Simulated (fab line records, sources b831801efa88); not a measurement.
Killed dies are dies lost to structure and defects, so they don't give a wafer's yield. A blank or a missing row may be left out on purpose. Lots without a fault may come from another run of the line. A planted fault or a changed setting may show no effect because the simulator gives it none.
Which tool did it? | flow gf180mcu | 12 lots, 36 wafers sampled, at 5 steps of a route of 602

WHAT THE GAUGES READ, wafer by wafer
GF_CONTACT_RS_MEAS_25: measures by four-point-probe.
lot  | measured     | on            | CONTACT_W_RS (ohm/sq)
L643 | day 16 07:42 | film_metro-04 | 0.382 0.382 0.381
L644 | day 16 08:02 | film_metro-04 | 0.381 0.373 0.378
L646 | day 17 04:18 | film_metro-02 | 0.425 0.384 0.422 0.426 0.383 0.422
L648 | day 17 23:44 | film_metro-02 | 0.387 0.377 0.384
L649 | day 18 16:32 | film_metro-02 | 0.385 0.389 0.432 0.385 0.388 0.430
L652 | day 19 15:26 | film_metro-03 | 0.376 0.387 0.383
L656 | day 21 02:54 | film_metro-04 | 0.379 0.373 0.372
L657 | day 21 08:50 | film_metro-04 | 0.390 0.381 0.378
L658 | day 21 17:28 | film_metro-04 | 0.380 0.375 0.367
L660 | day 22 07:07 | film_metro-02 | 0.371 0.369 0.386
L664 | day 23 16:32 | film_metro-02 | 0.379 0.382 0.377
L665 | day 24 03:29 | film_metro-04 | 0.384 0.375 0.386

GF_CONTACT_THK_MEAS_26: measures by xrf.
lot  | measured     | on            | CONTACT_W_THK (nm)
L643 | day 16 07:49 | film_metro-04 | 294 297 298
L644 | day 16 08:09 | film_metro-04 | 296 301 299
L646 | day 17 08:37 | film_metro-02 | 269 297 270 269 298 270
L648 | day 17 23:51 | film_metro-02 | 295 304 296
L649 | day 19 02:40 | film_metro-02 | 299 295 267 297 294 266
L652 | day 19 15:32 | film_metro-03 | 299 291 293
L656 | day 21 03:01 | film_metro-04 | 297 301 304
L657 | day 21 08:58 | film_metro-04 | 290 296 299
L658 | day 21 17:34 | film_metro-04 | 296 301 306
L660 | day 22 07:14 | film_metro-02 | 309 309 299
L664 | day 23 16:38 | film_metro-02 | 297 294 298
L665 | day 24 03:35 | film_metro-04 | 292 297 291

GF_M1_CD_MEAS_14: target cd 230 nm.
lot  | measured     | on        | cd_nm (nm)
L643 | day 17 06:46 | cd_sem-01 | 228.9 230.4 228.8
L644 | day 17 07:33 | cd_sem-02 | 229.7 230.4 230.4
L646 | day 18 04:06 | cd_sem-01 | 229.9 230.0 229.9
L648 | day 19 00:19 | cd_sem-02 | 231.4 231.1 231.8
L649 | day 19 17:22 | cd_sem-01 | 230.7 229.5 230.2
L652 | day 20 16:38 | cd_sem-02 | 230.1 229.2 229.3
L656 | day 22 03:01 | cd_sem-01 | 229.8 228.5 230.3
L657 | day 22 08:40 | cd_sem-01 | 228.4 228.2 229.3
L658 | day 22 17:39 | cd_sem-02 | 230.2 230.1 230.8
L660 | day 23 06:55 | cd_sem-02 | 229.1 228.8 228.6
L664 | day 24 15:15 | cd_sem-02 | 228.8 229.5 230.1
L665 | day 25 02:10 | cd_sem-02 | 229.1 229.6 229.1

WHICH TOOL RAN EACH LOT (tool, then ch and the chambers of the sampled wafers, then the start)
lot  | GF_SALICIDE_RTA_06               | GF_CONTACT_CVD_24
L643 | rtp_anneal-01 ch 0, day 15 07:59 | cvd_w-01 ch 1, day 16 07:36
L644 | rtp_anneal-01 ch 0, day 15 08:45 | cvd_w-02 ch 0,1, day 16 07:56
L646 | rtp_anneal-01 ch 0, day 16 03:38 | cvd_w-02 ch 0,1, day 17 04:12
L648 | rtp_anneal-02 ch 0, day 16 22:59 | cvd_w-01 ch 0,1, day 17 23:38
L649 | rtp_anneal-02 ch 0, day 17 15:14 | cvd_w-02 ch 0,1, day 18 16:26
L652 | rtp_anneal-02 ch 0, day 18 12:49 | cvd_w-01 ch 0,1, day 19 15:19
L656 | rtp_anneal-01 ch 0, day 20 01:06 | cvd_w-02 ch 0,1, day 21 02:47
L657 | rtp_anneal-01 ch 0, day 20 07:47 | cvd_w-01 ch 0,1, day 21 08:44
L658 | rtp_anneal-02 ch 0, day 20 15:59 | cvd_w-02 ch 0,1, day 21 17:22
L660 | rtp_anneal-01 ch 0, day 21 05:45 | cvd_w-02 ch 0,1, day 22 07:00
L664 | rtp_anneal-01 ch 0, day 22 16:05 | cvd_w-01 ch 0,1, day 23 16:25
L665 | rtp_anneal-01 ch 0, day 23 02:32 | cvd_w-02 ch 0,1, day 24 03:23
- GF_SALICIDE_RTA_06: time 30 s.
- GF_CONTACT_CVD_24: deposits W, target thk 300 nm, time 90.339 s.

WHAT THE TOOLS THEMSELVES READ (means of the sampled wafers that have a number; where no wafer has one, the mark that the record gives instead)
GF_SALICIDE_RTA_06.
lot  | tool          | lamp_power_pct (%) | wafer_temp_C_max
L643 | rtp_anneal-01 | 5.3                | 532.5
L644 | rtp_anneal-01 | 5.3                | 532.9
L646 | rtp_anneal-01 | 5.4                | 532.1
L648 | rtp_anneal-02 | 6.4                | 534.4
L649 | rtp_anneal-02 | 6.4                | 533.0
L652 | rtp_anneal-02 | 6.4                | 534.2
L656 | rtp_anneal-01 | 5.3                | 532.0
L657 | rtp_anneal-01 | 5.3                | 533.2
L658 | rtp_anneal-02 | 6.4                | 533.6
L660 | rtp_anneal-01 | 5.3                | 532.6
L664 | rtp_anneal-01 | 5.3                | 533.1
L665 | rtp_anneal-01 | 5.3                | 532.7

GF_CONTACT_CVD_24.
lot  | tool     | heater_power_w (W)
L643 | cvd_w-01 | 906
L644 | cvd_w-02 | 853
L646 | cvd_w-02 | 863
L648 | cvd_w-01 | 909
L649 | cvd_w-02 | 847
L652 | cvd_w-01 | 918
L656 | cvd_w-02 | 838
L657 | cvd_w-01 | 915
L658 | cvd_w-02 | 846
L660 | cvd_w-02 | 835
L664 | cvd_w-01 | 929
L665 | cvd_w-02 | 858

THE ANSWER, worked out from the rows above alone
Rule: what is usual is taken from the lots themselves. Put in order of their means at a reading, lots are off if they are a third of the lots or fewer, leave a main group of 4 or more, and stand apart from it by a gap of 3 or more times the standard deviation of the main group's means; of several such gaps the widest counts. A main group whose means are all the same, to the digits that the tables above print for the reading, isn't used. A lot without any number at a reading at which 4 lots or more have one is off too. The other lots that the step has rows for count as sound. The gauges are gone through in route order, then the tools' own readings, and for those a lot's mean is taken as printed above. The first step at which some lot is off is used, and at that step the reading that is off furthest; a lot without a number counts as furthest.
Off: L646, L649, at GF_CONTACT_RS_MEAS_25 (CONTACT_W_RS). The main group: mean 0.379 ohm/sq, standard deviation 0.0034.
A tool fits if, at a process step before that reading, it ran every lot that is off, and no sound lot after the first of them. The gauges at GF_CONTACT_RS_MEAS_25 are tried like those tools. None of those tried fits.

WHAT THE SIMULATOR HAD PUT IN
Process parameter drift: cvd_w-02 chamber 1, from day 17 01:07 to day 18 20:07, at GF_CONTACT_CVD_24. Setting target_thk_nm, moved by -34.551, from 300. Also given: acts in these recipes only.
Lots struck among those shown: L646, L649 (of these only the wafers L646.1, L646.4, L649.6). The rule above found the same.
